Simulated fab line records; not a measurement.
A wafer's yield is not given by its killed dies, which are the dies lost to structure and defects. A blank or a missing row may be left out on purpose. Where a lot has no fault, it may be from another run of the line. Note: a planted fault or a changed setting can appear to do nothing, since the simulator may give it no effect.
8D (eight disciplines) problem report, filled in by code | flow sky130 | the parts of the form that need people (team, actions taken, sign-off) are left out

== 1. PROBLEM STATEMENT ==
Mean of oes product au at SKY_METAL4_METAL_ETCH_18: 0.807 a.u. across 3 wafers in 3 lots; on wafers with no fault it is 0.867 a.u. (standard deviation 0.0069). Relative to the usual mean, that is a shift of -8.7 standard deviations.
The step: etches the open film in Cl2/BCl3, stops on SiO2, target depth 845 nm, time 183.1 s.
Earliest sighting: wafer L757.1 on rie metal-04 at day 45 17:34. Wafers with a number at this step in the record: 34, from 12 lots. Rule for "out", or "out of limits": more than 4 standard deviations from the usual mean. All remaining wafers that have a number are taken as sound.

== 2. WHAT THIS IS AND IS NOT ==
question                    | is                         | is not
which readings at this step | oes product au             | drypump motor current A, he backside leak sccm, throttle valve pct
which lots                  | L757, L760, L761           | L744, L746, L747, L749, L750, L751, L753, L755, L756
which wafers of those lots  | L757.1, L760.1, L761.6     | L757.4, L760.2, L760.4, L761.4
read on which tools         | rie metal-01, rie metal-04 | rie metal-02
when                        | from day 45 17:34          | up to then (28 sound wafers); but 3 sound wafers of L760, L761 came after

== 3. SUSPECTS, AND WHAT RULES EACH OUT ==
Counting: if a tool at a process step up to the reading ran every lot that is out, it stays a suspect. Sound lots after the first of them don't rule it out here, since some wafers of a struck lot are sound.
- pvd sputter-03 at SKY_METAL4_SPUTTER_02 (material AlCu, target thk 735 nm, time 39.1 s): kept. It processed each lot that is out (first: L757, day 43 21:01); up to then, its last sound lot is L756 (day 43 20:24).
Left after counting: pvd sputter-03 at SKY_METAL4_SPUTTER_02.

== 4. THE CAUSE (what the simulator had put in) ==
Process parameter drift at SKY_METAL4_SPUTTER_02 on pvd sputter-03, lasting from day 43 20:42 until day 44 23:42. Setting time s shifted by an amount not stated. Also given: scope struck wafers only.
The count eliminated every tool but this one.

== 5. SEQUENCE OF EFFECTS, ordered by route ==
Rows list readings where the struck wafers' mean (over those with a number) sits beyond 3 standard deviations from the usual. Scope: only readings with a usual standard deviation given in the record; hours: median across lots of the time from each lot's start at the first step in this table that gives one to its start at this step; sigmas: change in usual standard deviations.
hours | step                     | reading        | usual      | on struck wafers | change | sigmas
0     | SKY_METAL4_METAL_ETCH_18 | oes product au | 0.867 a.u. | 0.807            | -0.060 | -8.7
Its process steps:
- SKY_METAL4_METAL_ETCH_18: etches the open film in Cl2/BCl3, stops on SiO2, target depth 845 nm, time 183.1 s.

== 6. WHAT WOULD HAVE CAUGHT IT SOONER ==
First out-of-limits reading in this record: day 45 17:34, which is 45 hours after fault onset at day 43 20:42.
An alarm limit of 4 standard deviations would not have fired on the tool readings at SKY_METAL4_SPUTTER_02 for which the record gives a usual standard deviation, since none of them was out on any struck wafer.
By day 45 17:34, every lot that is out (3) had started SKY_METAL4_SPUTTER_02 on pvd sputter-03. A hold on the tool at that time would have spared none of them.
